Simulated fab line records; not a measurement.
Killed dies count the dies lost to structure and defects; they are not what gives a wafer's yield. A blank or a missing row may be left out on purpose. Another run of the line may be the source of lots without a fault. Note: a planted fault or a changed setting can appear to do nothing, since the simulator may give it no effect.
Matching of chambers | flow sky130 | SKY_CONTACT_ETCH_17 on rie-diel-04 has 4 sister chambers
The step etches SiO2 in C4F8/O2/Ar, stops on Si3N4, target depth 340 nm. 20 wafers are shown with their chamber, then 10 later ones without.

WAFERS PAIRED WITH THEIR CHAMBERS
wafer  | chamber | oes-product-au (a.u.)
L074.3 | 3       | 0.887
L074.5 | 0       | 0.892
L074.6 | 1       | 0.899
L076.1 | 3       | 0.889
L076.2 | 0       | 0.888
L076.6 | 2       | 0.888
L077.1 | 0       | 0.897
L077.4 | 2       | 0.889
L077.5 | 3       | 0.890
L082.2 | 1       | 0.894
L082.5 | 0       | 0.894
L082.6 | 1       | 0.891
L081.3 | 1       | 0.897
L081.5 | 1       | 0.892
L081.6 | 3       | 0.896
L084.1 | 0       | 0.895
L084.5 | 0       | 0.899
L084.6 | 1       | 0.899
L085.3 | 3       | 0.891
L085.5 | 2       | 0.904

SIGNATURES, as means of the wafers listed above
reading        | chamber 0 | chamber 1 | chamber 2 | chamber 3 | scatter within a chamber
oes-product-au | 0.89417   | 0.89533   | 0.89367   | 0.89060   | 0.00462
Rule: for a wafer and a chamber, the distance is found by dividing, reading by reading, the gap between the wafer's reading and the chamber's mean by the reading's scatter, squaring, summing and taking the root. The wafer belongs to the nearest chamber; if the next one is less than 2 further off, it can't be placed. The scatter: the root of (the sum of the squares of (reading less its chamber's mean) over the shown wafers, divided by (wafers less chambers)).

WAFERS WITHOUT THEIR CHAMBER
wafer  | oes-product-au (a.u.)
L085.6 | 0.892
L087.2 | 0.898
L087.3 | 0.898
L087.5 | 0.887
L091.3 | 0.885
L091.4 | 0.897
L091.5 | 0.890
L096.3 | 0.895
L096.5 | 0.896
L096.6 | 0.884

EACH ONE'S CHAMBER
wafer  | from the rows above               | in truth
L085.6 | can't be placed: 3 or 2 or 0 or 1 | 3
L087.2 | can't be placed: 1 or 0 or 2 or 3 | 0
L087.3 | can't be placed: 1 or 0 or 2 or 3 | 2
L087.5 | can't be placed: 3 or 2 or 0 or 1 | 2
L091.3 | can't be placed: 3 or 2 or 0 or 1 | 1
L091.4 | can't be placed: 1 or 0 or 2 or 3 | 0
L091.5 | can't be placed: 3 or 2 or 0 or 1 | 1
L096.3 | can't be placed: 1 or 0 or 2 or 3 | 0
L096.5 | can't be placed: 1 or 0 or 2 or 3 | 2
L096.6 | can't be placed: 3 or 2 or 0 or 1 | 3
Correct placement for 0 of the 10. Cannot be placed on the basis of these rows: 10; the candidates contain the true chamber in 10. Placed wrongly: 0.
